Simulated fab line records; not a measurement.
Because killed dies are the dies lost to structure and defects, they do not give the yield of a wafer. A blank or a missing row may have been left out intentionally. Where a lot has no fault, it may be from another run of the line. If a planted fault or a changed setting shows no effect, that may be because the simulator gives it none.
Check for tools in common -- flow sky130 -- Sampled: 11 lots, 33 wafers

== WHY IT WAS OPENED ==
Of 11 lots, 2 have the reading SD_N_RS flagged at SKY_SD_N_RS_MEAS_16. Fault-free wafers read 68.53 ohm/sq, with a standard deviation of 0.15.
Rule: flag the lot when none of its wafers has a number, or when each of its wafers that has one lies beyond 4 standard deviations from that mean. The other lots count as sound.

lot,measured,on,"SD_N_RS (ohm/sq), wafer by wafer",flag
L855,day 27 18:44,film_metro-01,68.34 68.54 68.55,
L857,day 28 17:15,film_metro-03,68.31 68.32 68.39,
L862,day 30 03:55,film_metro-01,64.93 65.08 64.92,FLAGGED
L865,day 31 07:00,film_metro-03,64.65 64.70 64.58,FLAGGED
L868,day 32 09:22,film_metro-04,68.60 68.57 68.65,
L869,day 32 15:29,film_metro-03,68.41 68.49 68.57,
L870,day 34 13:55,film_metro-03,68.46 68.47 68.43,
L871,day 34 14:35,film_metro-04,68.69 68.66 68.71,
L874,day 34 18:12,film_metro-04,68.84 68.73 68.67,
L875,day 34 21:37,film_metro-01,68.60 68.58 68.66,
L877,day 35 00:25,film_metro-01,68.87 68.56 68.62,
The numbers of the flagged lots are 64.81 ohm/sq on average: -3.72 ohm/sq against the usual, or -25 standard deviations.

== WHICH TOOL EACH LOT WENT THROUGH ==
Before the reading, the record contains 3 process steps out of a 708-step route. Cell contents, in order: the tool; ch with the chambers the sampled wafers went through; the start.
lot,flag,SKY_SD_N_IMPLANT_09,SKY_SD_N_STRIP_11,SKY_SD_N_RTA_14
L855,,"implanter-01 ch 0, day 27 18:04","plasma_asher-04 ch 0,1, day 27 18:22","rtp_anneal-02 ch 0, day 27 18:34"
L857,,"implanter-03 ch 0, day 28 16:34","plasma_asher-02 ch 0,1, day 28 16:52","rtp_anneal-02 ch 0, day 28 17:05"
L862,FLAGGED,"implanter-03 ch 0, day 30 03:14","plasma_asher-04 ch 0,1, day 30 03:31","rtp_anneal-01 ch 0, day 30 03:44"
L865,FLAGGED,"implanter-03 ch 0, day 31 06:19","plasma_asher-02 ch 0,1, day 31 06:36","rtp_anneal-02 ch 0, day 31 06:48"
L868,,"implanter-04 ch 0, day 32 08:41","plasma_asher-02 ch 0,1, day 32 08:58","rtp_anneal-01 ch 0, day 32 09:11"
L869,,"implanter-01 ch 0, day 32 14:49","plasma_asher-02 ch 0,1, day 32 15:07","rtp_anneal-02 ch 0, day 32 15:19"
L870,,"implanter-03 ch 0, day 34 13:14","plasma_asher-02 ch 0,1, day 34 13:31","rtp_anneal-01 ch 0, day 34 13:44"
L871,,"implanter-01 ch 0, day 34 13:55","plasma_asher-04 ch 0,1, day 34 14:11","rtp_anneal-02 ch 0, day 34 14:23"
L874,,"implanter-03 ch 0, day 34 17:28","plasma_asher-02 ch 0,1, day 34 17:46","rtp_anneal-02 ch 0, day 34 18:02"
L875,,"implanter-03 ch 0, day 34 20:56","plasma_asher-04 ch 0,1, day 34 21:13","rtp_anneal-01 ch 0, day 34 21:26"
L877,,"implanter-03 ch 0, day 34 23:44","plasma_asher-04 ch 0,1, day 35 00:01","rtp_anneal-02 ch 0, day 35 00:14"
What the steps here do:
- SKY_SD_N_IMPLANT_09
- SKY_SD_N_STRIP_11: strips in O2/N2.
- SKY_SD_N_RTA_14: time 2 s.
- SKY_SD_N_RS_MEAS_16: measures by four-point-probe.

== FLAGGED OVER TOTAL, TOOL BY TOOL (the gauges that took the reading come last) ==
step,tool,lots run,flagged,share of the flagged lots,sound lots run after its first flagged lot
SKY_SD_N_IMPLANT_09,implanter-01,3,0,none,-
SKY_SD_N_IMPLANT_09,implanter-03,7,2,all,"4 (L870,L874,L875,L877)"
SKY_SD_N_IMPLANT_09,implanter-04,1,0,none,-
SKY_SD_N_STRIP_11,plasma_asher-02,6,1,some,"4 (L868,L869,L870,L874)"
SKY_SD_N_STRIP_11,plasma_asher-04,5,1,some,"3 (L871,L875,L877)"
SKY_SD_N_RTA_14,rtp_anneal-01,4,1,some,"3 (L868,L870,L875)"
SKY_SD_N_RTA_14,rtp_anneal-02,7,1,some,"4 (L869,L871,L874,L877)"
SKY_SD_N_RS_MEAS_16,film_metro-01,4,1,some,"2 (L875,L877)"
SKY_SD_N_RS_MEAS_16,film_metro-03,4,1,some,"2 (L869,L870)"
SKY_SD_N_RS_MEAS_16,film_metro-04,3,0,none,-

== THE TABLE: WHAT IT ALLOWS ==
1 row of the table ran every flagged lot: implanter-03 at SKY_SD_N_IMPLANT_09.
- implanter-03 at SKY_SD_N_IMPLANT_09 ran 7 lots, 2 of them flagged. After the first flagged lot (L870, L874, L875, L877), sound lots still ran on it; a lasting fault on the whole tool would not permit that. Its own readings (dose_ions_cm2) fall more than 4 standard deviations out on all wafers of the flagged lots.
None of the table's rows ran every flagged lot and, after the first, no sound lot.

== WHAT THE SIMULATOR PUT IN ==
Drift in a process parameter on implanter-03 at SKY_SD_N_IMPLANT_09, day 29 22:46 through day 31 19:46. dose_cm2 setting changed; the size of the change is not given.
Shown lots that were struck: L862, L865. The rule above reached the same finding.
